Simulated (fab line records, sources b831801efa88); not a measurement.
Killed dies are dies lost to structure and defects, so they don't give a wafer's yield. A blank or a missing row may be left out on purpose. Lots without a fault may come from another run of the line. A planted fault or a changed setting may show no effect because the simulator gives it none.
fab line records | flow sky130
record lots=6 wafers=18 last_day=50
route steps=708 shown SD_P@327 RES_XHIGH@332 SD_N@342 SALICIDE@361 PAD_OPEN@708
lots that met no fault: from a run of the same line without faults
start_h: hours from the record's first day to the start of the lot's first wafer shown | wait_h: hours since the lot's step before | " the same as in the row above | L1.1+2: a row that stands for several wafers | - no value, or no start given | * or withheld: withheld | < > ~ a bound
route shown NAME@n: a module of which the file shows steps, and the number in the route of the first | usual: mean/standard deviation of fault-free wafers | same: alike in all rows | chamber/n: place in a boat | sites: the reading at each site | _std_site: their standard deviation | _edge_site: outer sites' mean less inner sites' | radius_mm: how far each site lies from the wafer's centre | mask NAME#n: copy n | behind: the tool/chamber that last shaped the wafer | hold: why the lot was held/for how many hours/how that ended | device: the transistor (n, p or np) that didn't switch | end of line: the same wafers' tests at the end of the route | a step without rows: its recipe alone | killed: dies lost to structure and defects at the first sort, not the wafer's yield | map: a wafer's dies, x killed, . not, _ none there
set.NAME: the setting as run; set.NAME@STEP: as run at that earlier step | model.NAME: the simulator's own value behind a step, which no gauge read
lots at some steps of the route; a table a step, a row a wafer
services: from which hour (start_h, from the record's first day; less than 0 if before it) a tool's chamber was out of use, for how many hours, and why
## steps
# step SKY_SD_P_CD_MEAS_07
# recipe target_cd_nm=380
# usual cd_nm=379.2/2.3
# columns lot.wafer tool chamber start_h wait_h cd_nm
L739.1 cd_sem-01 - 635.07 0.1 378.6
L739.4 " - " " 377.4
L739.6 " - " " 377.4
L741.1 cd_sem-01 - 649.21 1.2 377.5
L741.4 " - " " 378.8
L741.6 " - " " 377.4
L752.1 cd_sem-02 - 730.72 0.1 378.6
L752.2 " - " " 378.9
L752.6 " - " " 376.2
L753.3 cd_sem-02 - 753.85 0.1 375.7
L753.4 " - " " 378.0
L753.6 " - " " 377.7
L754.4 cd_sem-01 - 766.13 0.1 376.2
L754.5 " - " " 378.4
L754.6 " - " " 376.7
L756.1 cd_sem-01 - 774.52 0.1 379.8
L756.4 " - " " 380.9
L756.5 " - " " 382.6
# step SKY_SD_P_OVL_MEAS_08
# usual SD_P_OVL=-0.1/1.4
# columns lot.wafer tool chamber start_h wait_h SD_P_OVL[nm]
L739.1 overlay-01 - 635.19 0.1 1.0
L739.4 " - " " 2.9
L739.6 " - " " 1.0
L741.1 overlay-01 - 649.33 0.1 -0.6
L741.4 " - " " -0.2
L741.6 " - " " 1.1
L752.1 overlay-02 - 730.84 0.1 -1.9
L752.2 " - " " -1.2
L752.6 " - " " -1.4
L753.3 overlay-01 - 753.94 0.1 -2.4
L753.4 " - " " 0.0
L753.6 " - " " -2.2
L754.4 overlay-01 - 766.21 0.1 -1.7
L754.5 " - " " -0.8
L754.6 " - " " 0.2
L756.1 overlay-02 - 774.64 0.1 0.0
L756.4 " - " " -2.0
L756.5 " - " " -2.8
# step SKY_SD_P_IMPLANT_09
# recipe species=BF2 energy_kev=20 dose_cm2=3e+15 tilt_deg=0
# step SKY_SD_P_STRIP_10
# recipe chemistry=O2/N2 power_w=1400 pressure_mtorr=1500 platen_temp_c=withheld o2_flow_sccm=3000 n2_flow_sccm=300 overash_fraction=0.5
# usual chamber_pressure_mTorr=1499.9/1.3 drypump_motor_current_A=5.88/0.22 oes_product_au=0.617/0.0046 strip_time_to_endpoint_s=17.51/0.038
# columns lot.wafer tool chamber start_h wait_h chamber_pressure_mTorr drypump_motor_current_A oes_product_au rf_hours_counter_h strip_time_to_endpoint_s
L739.1 plasma_asher-03 0 635.38 0.1 1501.5 5.62 0.620 86 17.50
L739.4 " 0 " " 1499.7 5.60 0.622 - 17.51
L739.6 " 0 " " 1499.6 5.60 0.620 - 17.51
L741.1 plasma_asher-04 0 649.51 0.1 1498.3 5.91 0.624 52 17.51
L741.4 " 0 " " 1499.8 5.91 0.621 - 17.48
L741.6 " 1 " " 1500.6 5.92 0.613 - 17.56
L752.1 plasma_asher-03 0 731.03 0.1 1503.4 5.59 0.615 95 17.48
L752.2 " 1 " " 1500.4 6.25 0.614 95 17.44
L752.6 " 1 " " 1500.0 6.28 0.614 - 17.53
L753.3 plasma_asher-04 0 754.15 0.1 1498.6 5.90 0.628 - 17.50
L753.4 " 1 " " 1497.7 5.89 0.623 - 17.56
L753.6 " 0 " " 1498.3 5.92 0.610 - 17.49
L754.4 plasma_asher-04 1 766.41 0.1 1500.1 5.89 0.614 - 17.46
L754.5 " 0 " " 1499.5 5.93 0.618 - 17.51
L754.6 " 1 " " 1498.0 5.90 0.618 - 17.46
L756.1 plasma_asher-02 1 774.83 0.1 1495.8 5.90 0.608 3 17.53
L756.4 " 0 " " 1498.0 5.68 0.622 - 17.52
L756.5 " 1 " " 1499.8 5.89 0.606 - 17.51
# step SKY_SD_P_TW_MEAS_11
# usual SD_P_TW=2844/16
# columns lot.wafer tool chamber start_h wait_h SD_P_TW
L739.1 film_metro-03 - 635.48 0.1 2852
L739.4 " - " " 2851
L739.6 " - " " 2844
L741.1 film_metro-01 - 649.61 0.1 2824
L741.4 " - " " 2835
L741.6 " - " " 2839
L752.1 film_metro-02 - 731.13 0.1 2810
L752.2 " - " " 2808
L752.6 " - " " 2817
L753.3 film_metro-01 - 754.24 0.1 2844
L753.4 " - " " 2830
L753.6 " - " " 2841
L754.4 film_metro-01 - 766.51 0.1 2841
L754.5 " - " " 2857
L754.6 " - " " 2849
L756.1 film_metro-02 - 774.93 0.1 2813
L756.4 " - " " 2836
L756.5 " - " " 2825
# step SKY_RES_XHIGH_DEHYDRATE_00
# recipe temp_c=200 time_s=60
# step SKY_RES_XHIGH_HMDS_01
# recipe prime_time_s=60 prime_temp_c=120
# step SKY_RES_XHIGH_COAT_02
# recipe resist=NOVOLAK spin_rpm=3000 resist_thk_nm=1140
# step SKY_RES_XHIGH_SOFTBAKE_03
# recipe temp_c=90 time_s=60 resist=NOVOLAK
# step SKY_RES_XHIGH_EXPOSE_04
# recipe mask_id=URPM na=0.6 source_shape=conventional sigma_outer=0.6 polarization=unpolarized target_cd_nm=1270 dose_mj=140
# step SKY_RES_XHIGH_PEB_05
# recipe temp_c=withheld time_s=* resist=NOVOLAK
# step SKY_RES_XHIGH_DEVELOP_06
# recipe resist=NOVOLAK developer=TMAH develop_time_s=60 dev_temp_c=23
# step SKY_RES_XHIGH_IMPLANT_07
# recipe species=BF2 energy_kev=20 dose_cm2=3.6e+14 tilt_deg=0
# usual dose_ions_cm2=3.599e+14/3.6e+11
# same implant_ion_amu=49
# columns lot.wafer tool chamber start_h wait_h dose_ions_cm2
L739.1 implanter-02 0 662.31 0.1 3.959e+14
L739.4 " 0 " " 3.964e+14
L739.6 " 0 " " 3.967e+14
L741.1 implanter-02 0 677.80 0.1 3.966e+14
L741.4 " 0 " " 3.966e+14
L741.6 " 0 " " 3.966e+14
L752.1 implanter-04 0 757.64 0.1 3.6e+14
L752.2 " 0 " " 3.6e+14
L752.6 " 0 " " 3.605e+14
L753.3 implanter-03 0 779.95 0.1 3.597e+14
L753.4 " 0 " " 3.596e+14
L753.6 " 0 " " 3.598e+14
L754.4 implanter-02 0 792.64 0.1 3.597e+14
L754.5 " 0 " " 3.596e+14
L754.6 " 0 " " 3.598e+14
L756.1 implanter-04 0 800.84 0.1 3.602e+14
L756.4 " 0 " " 3.601e+14
L756.5 " 0 " " 3.605e+14
# step SKY_RES_XHIGH_STRIP_08
# recipe chemistry=O2/N2 power_w=1400 pressure_mtorr=1500 platen_temp_c=withheld o2_flow_sccm=3000 n2_flow_sccm=300 overash_fraction=0.5
# usual chamber_pressure_mTorr=1499.9/1.5 drypump_motor_current_A=5.87/0.24 oes_product_au=0.711/0.0043 strip_time_to_endpoint_s=14.26/0.039
# columns lot.wafer tool chamber start_h wait_h chamber_pressure_mTorr drypump_motor_current_A oes_product_au rf_hours_counter_h strip_time_to_endpoint_s
L739.1 plasma_asher-03 1 662.46 0.1 1499.6 6.26 0.709 89 14.36
L739.4 " 0 " " 1501.1 5.61 0.706 - 14.35
L739.6 " 1 " " 1500.3 6.27 0.703 - 14.36
L741.1 plasma_asher-04 1 677.95 0.1 1500.2 5.93 0.706 55 14.38
L741.4 " 1 " " 1499.4 5.95 0.708 - 14.38
L741.6 " 1 " " 1501.2 5.92 0.705 - 14.36
L752.1 plasma_asher-03 1 757.79 0.1 1498.2 6.27 0.706 98 14.23
L752.2 " 0 " " 1498.5 5.59 0.707 98 14.25
L752.6 " 1 " " 1502.6 6.26 0.707 - 14.30
L753.3 plasma_asher-03 0 780.08 0.1 1500.0 5.61 0.711 - 14.29
L753.4 " 1 " " 1498.7 6.25 0.705 - 14.28
L753.6 " 1 " " 1500.6 6.25 0.709 - 14.30
L754.4 plasma_asher-04 1 792.75 0.1 1500.1 5.94 0.715 - 14.24
L754.5 " 0 " " 1503.0 5.92 0.707 - 14.23
L754.6 " 1 " " 1499.0 5.93 0.716 - 14.22
L756.1 plasma_asher-04 1 800.99 0.1 1499.8 5.93 0.712 67 14.26
L756.4 " 0 " " 1500.0 5.94 0.719 - 14.30
L756.5 " 0 " " 1496.6 5.95 0.712 - 14.29
# step SKY_RES_XHIGH_TW_MEAS_09
# usual RES_XHIGH_TW=1648/8.4
# columns lot.wafer tool chamber start_h wait_h RES_XHIGH_TW
L739.1 film_metro-03 - 662.56 0.1 1689
L739.4 " - " " 1702
L739.6 " - " " 1701
L741.1 film_metro-01 - 678.05 0.1 1703
L741.4 " - " " 1707
L741.6 " - " " 1702
L752.1 film_metro-03 - 757.89 0.1 1649
L752.2 " - " " 1651
L752.6 " - " " 1659
L753.3 film_metro-01 - 780.17 0.1 1640
L753.4 " - " " 1641
L753.6 " - " " 1645
L754.4 film_metro-03 - 792.84 0.1 1652
L754.5 " - " " 1642
L754.6 " - " " 1641
L756.1 film_metro-01 - 801.09 0.1 1655
L756.4 " - " " 1649
L756.5 " - " " 1653
# step SKY_SD_N_DEHYDRATE_00
# recipe temp_c=200 time_s=60
# step SKY_SD_N_HMDS_01
# recipe prime_time_s=60 prime_temp_c=120
# step SKY_SD_N_COAT_02
# recipe resist=NOVOLAK spin_rpm=3000 resist_thk_nm=1140
# step SKY_SD_N_SOFTBAKE_03
# recipe temp_c=90 time_s=60 resist=NOVOLAK
# step SKY_SD_N_EXPOSE_04
# recipe mask_id=NSDM na=0.6 source_shape=conventional sigma_outer=0.6 polarization=unpolarized target_cd_nm=380 dose_mj=141
# step SKY_SD_N_PEB_05
# recipe temp_c=withheld time_s=* resist=NOVOLAK
# step SKY_SD_N_DEVELOP_06
# recipe resist=NOVOLAK developer=TMAH develop_time_s=60 dev_temp_c=23
# step SKY_SD_N_CD_MEAS_07
# recipe target_cd_nm=380
# usual cd_nm=379.7/2.5
# columns lot.wafer tool chamber start_h wait_h cd_nm
L739.1 cd_sem-02 - 690.56 0.1 378.3
L739.4 " - " " 375.7
L739.6 " - " " 376.5
L741.1 cd_sem-02 - 704.59 0.1 377.4
L741.4 " - " " 375.7
L741.6 " - " " 378.0
L752.1 cd_sem-02 - 783.51 0.1 381.4
L752.2 " - " " 381.4
L752.6 " - " " 382.3
L753.3 cd_sem-01 - 806.90 0.1 379.3
L753.4 " - " " 380.8
L753.6 " - " " 378.7
L754.4 cd_sem-01 - 818.62 0.1 382.7
L754.5 " - " " 381.0
L754.6 " - " " 382.2
L756.1 cd_sem-01 - 826.04 0.1 377.3
L756.4 " - " " 376.4
L756.5 " - " " 378.2
# step SKY_SD_N_OVL_MEAS_08
# usual SD_N_OVL=0.6/1.6
# columns lot.wafer tool chamber start_h wait_h SD_N_OVL[nm]
L739.1 overlay-02 - 690.68 0.1 0.8
L739.4 " - " " -0.7
L739.6 " - " " 0.5
L741.1 overlay-02 - 704.71 0.1 -3.0
L741.4 " - " " -2.0
L741.6 " - " " -0.6
L752.1 overlay-02 - 783.63 0.1 0.0
L752.2 " - " " -1.0
L752.6 " - " " -2.3
L753.3 overlay-01 - 806.99 0.1 4.4
L753.4 " - " " 2.5
L753.6 " - " " 3.7
L754.4 overlay-02 - 818.70 0.1 0.3
L754.5 " - " " -1.8
L754.6 " - " " -0.8
L756.1 overlay-02 - 826.16 0.1 -1.3
L756.4 " - " " -2.3
L756.5 " - " " -1.8
# step SKY_SD_N_IMPLANT_09
# recipe species=As energy_kev=50 dose_cm2=4e+15 tilt_deg=0
# step SKY_SD_N_IMPLANT_10
# recipe species=P energy_kev=20 dose_cm2=1e+14 tilt_deg=0
# step SKY_SD_N_STRIP_11
# recipe chemistry=O2/N2 power_w=1400 pressure_mtorr=1500 platen_temp_c=withheld o2_flow_sccm=3000 n2_flow_sccm=300 overash_fraction=0.5
# usual chamber_pressure_mTorr=1500.0/1.4 drypump_motor_current_A=5.82/0.23 oes_product_au=0.527/0.004 strip_time_to_endpoint_s=22.56/0.047
# columns lot.wafer tool chamber start_h wait_h chamber_pressure_mTorr drypump_motor_current_A oes_product_au rf_hours_counter_h strip_time_to_endpoint_s
L739.1 plasma_asher-01 0 691.02 0.1 1500.6 5.62 0.533 23 22.51
L739.4 " 1 " " 1500.2 5.73 0.531 - 22.57
L739.6 " 0 " " 1499.4 5.66 0.530 - 22.52
L741.1 plasma_asher-02 1 705.05 0.1 1498.2 5.91 0.526 103 22.57
L741.4 " 0 " " 1501.2 5.68 0.516 - 22.57
L741.6 " 0 " " 1499.2 5.68 0.529 - 22.59
L752.1 plasma_asher-02 1 783.97 0.1 1500.6 5.89 0.532 4 22.53
L752.2 " 0 " " 1502.4 5.68 0.527 4 22.58
L752.6 " 1 " " 1498.9 5.90 0.525 - 22.55
L753.3 plasma_asher-03 1 807.35 0.1 1501.2 6.25 0.532 - 22.56
L753.4 " 0 " " 1502.3 5.59 0.524 - 22.53
L753.6 " 0 " " 1500.2 5.59 0.518 - 22.54
L754.4 plasma_asher-03 0 819.05 0.1 1498.9 5.63 0.528 - 22.52
L754.5 " 1 " " 1499.2 6.26 0.531 - 22.58
L754.6 " 0 " " 1501.0 5.62 0.530 - 22.54
L756.1 plasma_asher-02 0 826.50 0.1 1499.9 5.70 0.532 8 22.55
L756.4 " 1 " " 1499.1 5.91 0.529 - 22.58
L756.5 " 0 " " 1499.6 5.68 0.521 - 22.54
# step SKY_SD_N_TW_MEAS_12
# usual SD_N_TW=4001/25
# columns lot.wafer tool chamber start_h wait_h SD_N_TW
L739.1 film_metro-01 - 691.12 0.1 4030
L739.4 " - " " 4039
L739.6 " - " " 4021
L741.1 film_metro-02 - 705.15 0.1 3974
L741.4 " - " " 3963
L741.6 " - " " 3995
L752.1 film_metro-01 - 784.07 0.1 4017
L752.2 " - " " 4002
L752.6 " - " " 4006
L753.3 film_metro-02 - 807.44 0.1 3995
L753.4 " - " " 3998
L753.6 " - " " 3981
L754.4 film_metro-03 - 819.15 0.1 4015
L754.5 " - " " 4023
L754.6 " - " " 4008
L756.1 film_metro-01 - 826.60 0.1 3989
L756.4 " - " " 3999
L756.5 " - " " 3981
# step SKY_SD_N_CLEAN_13
# recipe chemistry=SC1/SC2 mix=1:4:20 temp_c=70 time_s=150 dry=n2_spin
# step SKY_SD_N_RTA_14
# recipe temp_c=1075 time_s=2 idle_temp_c=650 ramp_up_c_per_s=150 ramp_down_c_per_s=90 ambient=N2
# usual lamp_power_pct=15.73/0.048 wafer_temp_C_max=1078.2/1.3
# columns lot.wafer tool chamber start_h wait_h lamp_power_pct wafer_temp_C_max
L739.1 rtp_anneal-02 0 691.23 0.0 15.78 1074.6
L739.4 " 0 " " 15.72 1078.6
L739.6 " 0 " " 15.70 1077.3
L741.1 rtp_anneal-02 0 705.26 0.0 15.80 1078.2
L741.4 " 0 " " 15.69 1077.9
L741.6 " 0 " " 15.76 1077.9
L752.1 rtp_anneal-01 0 784.18 0.0 15.79 1078.6
L752.2 " 0 " " 15.76 1076.6
L752.6 " 0 " " 15.67 1079.8
L753.3 rtp_anneal-02 0 807.55 0.0 15.81 1077.9
L753.4 " 0 " " 15.66 1077.2
L753.6 " 0 " " 15.77 1076.9
L754.4 rtp_anneal-01 0 819.26 0.0 15.76 1078.3
L754.5 " 0 " " 15.75 1077.0
L754.6 " 0 " " 15.79 1081.7
L756.1 rtp_anneal-02 0 826.71 0.0 15.74 1077.2
L756.4 " 0 " " 15.74 1080.8
L756.5 " 0 " " 15.70 1080.2
# step SKY_SD_N_RS_MEAS_16
# recipe thk_meas_gauge=four-point-probe
# usual SD_N_RS=68.50/0.11
# columns lot.wafer tool chamber start_h wait_h SD_N_RS[ohm/sq]
L739.1 film_metro-02 - 691.40 0.1 68.45
L739.4 " - " " 68.50
L739.6 " - " " 68.36
L741.1 film_metro-01 - 705.43 0.1 68.51
L741.4 " - " " 68.57
L741.6 " - " " 68.36
L752.1 film_metro-03 - 784.35 0.1 68.68
L752.2 " - " " 68.72
L752.6 " - " " 68.44
L753.3 film_metro-02 - 807.74 0.1 68.35
L753.4 " - " " 68.42
L753.6 " - " " 68.53
L754.4 film_metro-02 - 819.47 0.1 68.47
L754.5 " - " " 68.38
L754.6 " - " " 68.36
L756.1 film_metro-01 - 826.88 0.1 68.82
L756.4 " - " " 68.66
L756.5 " - " " 68.76
# step SKY_SD_N_RS_MEAS_17
# recipe thk_meas_gauge=four-point-probe
# usual SD_P_RS=147.0/0.37
# columns lot.wafer tool chamber start_h wait_h SD_P_RS[ohm/sq]
L739.1 film_metro-02 - 691.52 0.1 146.6
L739.4 " - " " 147.1
L739.6 " - " " 146.4
L741.1 film_metro-01 - 705.55 0.1 146.7
L741.4 " - " " 147.2
L741.6 " - " " 147.0
L752.1 film_metro-03 - 784.47 0.1 147.3
L752.2 " - " " 147.8
L752.6 " - " " 147.3
L753.3 film_metro-02 - 807.86 0.1 146.4
L753.4 " - " " 146.2
L753.6 " - " " 147.3
L754.4 film_metro-02 - 819.59 0.1 147.1
L754.5 " - " " 146.7
L754.6 " - " " 147.1
L756.1 film_metro-01 - 827.00 0.1 148.0
L756.4 " - " " 148.2
L756.5 " - " " 148.2
# step SKY_SD_N_RS_MEAS_18
# recipe thk_meas_gauge=four-point-probe
# usual RES_XHIGH_RS=333.1/0.99
# columns lot.wafer tool chamber start_h wait_h RES_XHIGH_RS[ohm/sq]
L739.1 film_metro-02 - 691.64 0.1 306.9
L739.4 " - " " 307.8
L739.6 " - " " 306.9
L741.1 film_metro-01 - 705.67 0.1 307.3
L741.4 " - " " 307.2
L741.6 " - " " 307.7
L752.1 film_metro-03 - 784.59 0.1 333.0
L752.2 " - " " 333.6
L752.6 " - " " 333.8
L753.3 film_metro-02 - 807.98 0.1 333.5
L753.4 " - " " 333.8
L753.6 " - " " 334.1
L754.4 film_metro-02 - 819.71 0.1 333.0
L754.5 " - " " 332.1
L754.6 " - " " 334.1
L756.1 film_metro-01 - 827.12 0.1 332.9
L756.4 " - " " 333.9
L756.5 " - " " 333.1
# step SKY_SALICIDE_CLEAN_00
# recipe chemistry=HF-last time_s=30 dilution=100:1 dry=ipa_marangoni
# step SKY_PAD_OPEN_PROBE_99
# usual killed_at_M0_to_M3=43/7.7 killed_at_M4_up=2.9/1.9 killed_at_contacts=24/5.9 killed_at_front_end=16/5.1 killed_at_other=0.3/0.63 killed_dies=86/10 killed_open=47/7.6 killed_short=39/6.8
# same gross_dies=492 killed_at_back_side=0
# columns lot.wafer tool chamber start_h wait_h killed_at_M0_to_M3 killed_at_M4_up killed_at_contacts killed_at_front_end killed_at_other killed_dies killed_open killed_short model.etest.res_xhigh_po.line_ohm_um model.etest.res_xhigh_po.rs_ohm_sq
L739.1 prober-01 - 1103.80 0.1 43 10 22 24 1 100 57 42 4913 1732
L739.4 prober-01 - 1103.95 0.2 45 3 25 19 0 92 50 42 4934 1750
L739.6 prober-01 - 1104.05 0.2 55 2 30 15 0 102 50 52 4712 1648
L741.1 prober-01 - 1119.10 0.1 50 2 26 9 0 87 50 37 4455 1584
L741.4 prober-01 - 1119.25 0.2 30 3 25 16 0 74 38 36 4694 1675
L741.6 prober-01 - 1119.35 0.2 49 3 20 25 0 97 53 44 4864 1743
L752.1 prober-02 - 1171.03 0.1 38 5 16 24 0 83 43 39 5706 2041
L752.2 prober-02 - 1171.08 0.1 48 2 30 11 0 91 54 36 5884 2039
L752.6 prober-02 - 1171.28 0.2 48 5 20 20 0 93 54 38 5548 1955
L753.3 prober-01 - 1184.01 0.2 42 4 25 21 1 93 50 43 5980 2086
L753.4 prober-01 - 1184.06 0.2 56 4 18 20 0 98 46 52 5998 2076
L753.6 prober-01 - 1184.16 0.2 48 4 19 17 0 88 42 46 5918 2059
L754.4 prober-02 - 1194.45 0.2 39 6 19 18 0 82 38 44 6007 2135
L754.5 prober-02 - 1194.50 0.2 34 3 24 21 0 82 45 37 5723 1996
L754.6 prober-02 - 1194.55 0.2 37 1 19 12 0 69 41 28 6210 2202
L756.1 prober-01 - 1198.57 0.1 37 1 30 18 1 87 42 43 5593 1963
L756.4 prober-01 - 1198.72 0.2 39 6 27 21 0 93 44 48 5789 2016
L756.5 prober-01 - 1198.77 0.2 46 3 25 10 0 84 52 31 5550 1937
# killed by level:class
L739.1 CONTACT:geometric_particle:open=12 VIA1:geometric_particle:open=10 METAL2:geometric_particle:short=10 LI_CONTACT:geometric_particle:open=7 FIELD_ISO:geometric_particle:open=6 VIA1:geometric_particle:short=6 METAL4:geometric_particle:short=6 VIA2:geometric_particle:open=5
L739.4 VIA1:geometric_particle:open=13 CONTACT:geometric_particle:open=10 METAL1:geometric_particle:short=6 VIA2:geometric_particle:open=6 LI_CONTACT:geometric_particle:open=5 FIELD_ISO:geometric_particle:short=4 SPACER:geometric_particle:open=4 LI_CONTACT:geometric_particle:short=4
L739.6 LI_CONTACT:geometric_particle:open=12 VIA3:geometric_particle:open=10 CONTACT:geometric_particle:open=9 POLY_GATE:geometric_particle:short=8 METAL1:geometric_particle:short=8 METAL2:geometric_particle:short=8 VIA2:geometric_particle:open=8 VIA2:geometric_particle:short=8
L741.1 VIA1:geometric_particle:open=14 CONTACT:geometric_particle:open=8 LI_CONTACT:geometric_particle:open=6 LOCAL_INTERCONNECT:geometric_particle:short=6 METAL1:geometric_particle:short=6 VIA1:geometric_particle:short=6 VIA2:geometric_particle:open=6 METAL2:geometric_particle:short=5
L741.4 CONTACT:geometric_particle:open=10 METAL1:geometric_particle:short=6 VIA3:geometric_particle:open=6 VIA1:geometric_particle:open=5 LI_CONTACT:geometric_particle:short=5 FIELD_ISO:geometric_particle:short=4 LI_CONTACT:geometric_particle:open=4 LOCAL_INTERCONNECT:geometric_particle:short=4
L741.6 VIA3:geometric_particle:open=11 METAL2:geometric_particle:short=9 FIELD_ISO:geometric_particle:open=8 LI_CONTACT:geometric_particle:open=8 CONTACT:geometric_particle:open=8 VIA1:geometric_particle:open=6 METAL1:geometric_particle:short=5 VIA2:geometric_particle:open=5
L752.1 VIA1:geometric_particle:open=8 FIELD_ISO:geometric_particle:short=7 FIELD_ISO:geometric_particle:open=5 LI_CONTACT:geometric_particle:open=5 VIA3:geometric_particle:open=5 METAL2:geometric_particle:short=5 VIA3:geometric_particle:short=4 CONTACT:geometric_particle:open=4
L752.2 VIA1:geometric_particle:open=15 VIA2:geometric_particle:open=9 CONTACT:geometric_particle:open=8 LI_CONTACT:geometric_particle:open=8 METAL1:geometric_particle:short=7 LOCAL_INTERCONNECT:geometric_particle:short=6 VIA2:geometric_particle:short=5 FIELD_ISO:geometric_particle:open=4
L752.6 VIA2:geometric_particle:open=13 CONTACT:geometric_particle:open=8 VIA1:geometric_particle:open=8 FIELD_ISO:geometric_particle:open=7 METAL2:geometric_particle:short=7 LI_CONTACT:geometric_particle:open=5 VIA2:geometric_particle:short=5 METAL4:geometric_particle:short=4
L753.3 VIA2:geometric_particle:open=9 VIA1:geometric_particle:open=8 LI_CONTACT:geometric_particle:open=7 CONTACT:geometric_particle:open=7 POLY_GATE:geometric_particle:short=6 LOCAL_INTERCONNECT:geometric_particle:short=6 METAL1:geometric_particle:short=6 METAL2:geometric_particle:short=5
L753.4 VIA1:geometric_particle:open=19 VIA1:geometric_particle:short=10 POLY_GATE:geometric_particle:short=6 LOCAL_INTERCONNECT:geometric_particle:short=6 CONTACT:geometric_particle:open=6 METAL1:geometric_particle:short=6 VIA3:geometric_particle:open=6 METAL2:geometric_particle:short=6
L753.6 VIA1:geometric_particle:open=10 METAL2:geometric_particle:short=9 VIA2:geometric_particle:open=7 LOCAL_INTERCONNECT:geometric_particle:short=5 VIA1:geometric_particle:short=5 VIA3:geometric_particle:open=5 FIELD_ISO:geometric_particle:short=4 METAL1:geometric_particle:short=4
L754.4 VIA1:geometric_particle:open=10 METAL2:geometric_particle:short=7 FIELD_ISO:geometric_particle:short=6 VIA3:geometric_particle:open=5 CONTACT:geometric_particle:open=5 METAL4:geometric_particle:short=5 FIELD_ISO:geometric_particle:open=4 POLY_GATE:geometric_particle:short=4
L754.5 CONTACT:geometric_particle:open=6 LOCAL_INTERCONNECT:geometric_particle:short=6 METAL2:geometric_particle:short=6 VIA2:geometric_particle:open=6 FIELD_ISO:geometric_particle:open=5 VIA1:geometric_particle:open=5 FIELD_ISO:geometric_particle:short=4 LI_CONTACT:geometric_particle:open=4
L754.6 CONTACT:geometric_particle:open=8 VIA2:geometric_particle:open=8 VIA1:geometric_particle:open=6 LI_CONTACT:geometric_particle:open=4 METAL2:geometric_particle:short=4 VIA3:geometric_particle:open=4 SPACER:geometric_particle:short=3 LOCAL_INTERCONNECT:geometric_particle:short=3
L756.1 VIA1:geometric_particle:open=11 LI_CONTACT:geometric_particle:open=8 CONTACT:geometric_particle:short=6 LI_CONTACT:geometric_particle:short=6 LOCAL_INTERCONNECT:geometric_particle:short=5 CONTACT:geometric_particle:open=5 METAL1:geometric_particle:short=5 FIELD_ISO:geometric_particle:open=4
L756.4 VIA1:geometric_particle:open=10 CONTACT:geometric_particle:open=10 VIA1:geometric_particle:short=8 FIELD_ISO:geometric_particle:open=6 METAL2:geometric_particle:short=6 LI_CONTACT:geometric_particle:open=5 CONTACT:geometric_particle:short=5 FIELD_ISO:geometric_particle:short=4
L756.5 CONTACT:geometric_particle:open=13 VIA1:geometric_particle:open=11 LI_CONTACT:geometric_particle:open=7 METAL1:geometric_particle:short=6 VIA3:geometric_particle:open=6 POLY_GATE:geometric_particle:open=5 VIA2:geometric_particle:open=5 VIA2:geometric_particle:short=4
## services
# columns tool chamber start_h hours kind
implanter-02 - 647.55 2.9 pm
implanter-03 - 661.10 9.7 pm
implanter-04 - 662.30 2.0 repair
plasma_asher-04 - 673.12 2.3 repair
plasma_asher-03 - 682.43 3.5 repair
implanter-03 - 682.79 0.6 repair
implanter-02 - 695.29 2.4 repair
implanter-04 - 721.50 1.9 repair
implanter-03 - 731.16 2.5 pm
plasma_asher-02 - 733.75 9.0 pm
plasma_asher-02 0 733.75 9.0 vent_cycle
plasma_asher-02 1 733.75 9.0 vent_cycle
implanter-04 - 740.82 4.0 repair
plasma_asher-02 0 742.75 - clean
plasma_asher-02 1 742.75 - clean
rtp_anneal-01 - 761.02 0.9 pm
plasma_asher-04 - 771.42 4.5 repair
plasma_asher-01 - 797.23 1.4 repair
implanter-03 - 822.40 2.1 repair
## key
first_sign step=SKY_RES_XHIGH_IMPLANT_07 reading=dose_ions_cm2 direction=up sigmas=99+ usual=* struck=*
effect step=SKY_RES_XHIGH_STRIP_08 reading=strip_time_to_endpoint_s direction=up sigmas=2.7 usual=* struck=*
effect step=SKY_RES_XHIGH_TW_MEAS_09 reading=RES_XHIGH_TW direction=up sigmas=6.3 usual=1648 struck=1701
effect step=SKY_SD_N_RS_MEAS_18 reading=RES_XHIGH_RS direction=down sigmas=26 usual=333.1 struck=307.3
model_effect step=SKY_PAD_OPEN_PROBE_99 value=etest.res_xhigh_po.line_ohm_um without=5699 struck=4762
met_at SKY_RES_XHIGH_IMPLANT_07
struck_wafers L739.1,L739.4,L739.6,L741.1,L741.4,L741.6
tester_left_out L739,L741
fault kind=process_parameter_drift tool=implanter-02 chamber=- onset_h=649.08 steps=SKY_RES_XHIGH_IMPLANT_07 channel=dose_cm2 offset=* shape=step end_h=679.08 acts_in=* stated=*
# tester_left_out: of these lots the tester's yield and bins aren't shown, on N5 and GAA mostly nor the transistor test; their killed dies are dies lost to structure and defects alone, not to doping, threshold or leakage, so they don't give the yield
